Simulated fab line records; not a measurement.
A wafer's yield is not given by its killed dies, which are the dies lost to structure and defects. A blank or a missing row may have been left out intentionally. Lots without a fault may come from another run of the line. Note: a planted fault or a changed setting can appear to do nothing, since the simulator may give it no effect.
One fault through the eyes of 2 desks | flow sky130 | what lay behind the numbers comes last; until then each desk has only its own

DESK OF THE TOOL OWNER: rie-diel-04
The tool's own readings at SKY_CONTACT_ETCH_16 (etches BARC in N2/H2, stops on SiO2, time 45.9 s, target depth 60 nm): means of the sampled wafers that have a number, for each lot that ran on this tool. If a lot's mean is further than 4 standard deviations from the usual mean, the lot is out of limits and carries the mark OUT (the distance appears in the brackets).
Columns: A = chamber-pressure-mTorr at SKY_CONTACT_ETCH_16, usual 30.00 mTorr; B = drypump-motor-current-A at SKY_CONTACT_ETCH_16, usual 5.5 A; C = h2-flow-sccm at SKY_CONTACT_ETCH_16, usual 200.1 sccm; D = n2-flow-sccm at SKY_CONTACT_ETCH_16, usual 99.99 sccm; E = oes-product-au at SKY_CONTACT_ETCH_16, usual 0.854 a.u.; F = throttle-valve-pct at SKY_CONTACT_ETCH_16, usual 13.224 %
lot  | first seen here | A     | B   | C     | D      | E     | F
L245 | day 33 20:56    | 29.98 | 5.1 | 200.1 | 100.05 | 0.852 | 13.221
L255 | day 37 07:05    | 29.99 | 5.2 | 200.0 | 99.85  | 0.863 | 13.226
L256 | day 37 14:47    | 29.98 | 5.7 | 199.6 | 99.97  | 0.851 | 13.227
This desk's verdict: no lot among the 3 shows anything out of limits.

METROLOGY DESK
Lot by lot, what the gauges showed, no matter which tool ran the lot: averages of those sampled wafers that carry a number. If a lot's mean is further than 4 standard deviations from the usual mean, the lot is out of limits and carries the mark OUT (the distance appears in the brackets).
Columns: A = CONTACT_BOW at SKY_CONTACT_BOW_MEAS_05, usual 82 um; B = cd-nm at SKY_CONTACT_CD_MEAS_14, usual 169.6 nm; C = CONTACT_OVL at SKY_CONTACT_OVL_MEAS_15, usual 0 nm
lot  | first seen here | A  | B     | C
L242 | day 31 09:58    | 80 | 171.3 | -9
L245 | day 32 17:11    | 73 | 170.6 | 4
L246 | day 32 20:55    | 80 | 167.7 | 3
L253 | day 35 06:11    | 80 | 167.9 | -6
L255 | day 36 02:38    | 84 | 169.8 | 1
L256 | day 36 11:14    | 92 | 171.0 | -6
This desk's verdict: no lot among the 6 shows anything out of limits.

BROUGHT TOGETHER
Nothing out of limits was seen by the tool owner's desk.
Nothing out of limits was seen by the metrology desk.

WHAT THE SIMULATOR PUT IN
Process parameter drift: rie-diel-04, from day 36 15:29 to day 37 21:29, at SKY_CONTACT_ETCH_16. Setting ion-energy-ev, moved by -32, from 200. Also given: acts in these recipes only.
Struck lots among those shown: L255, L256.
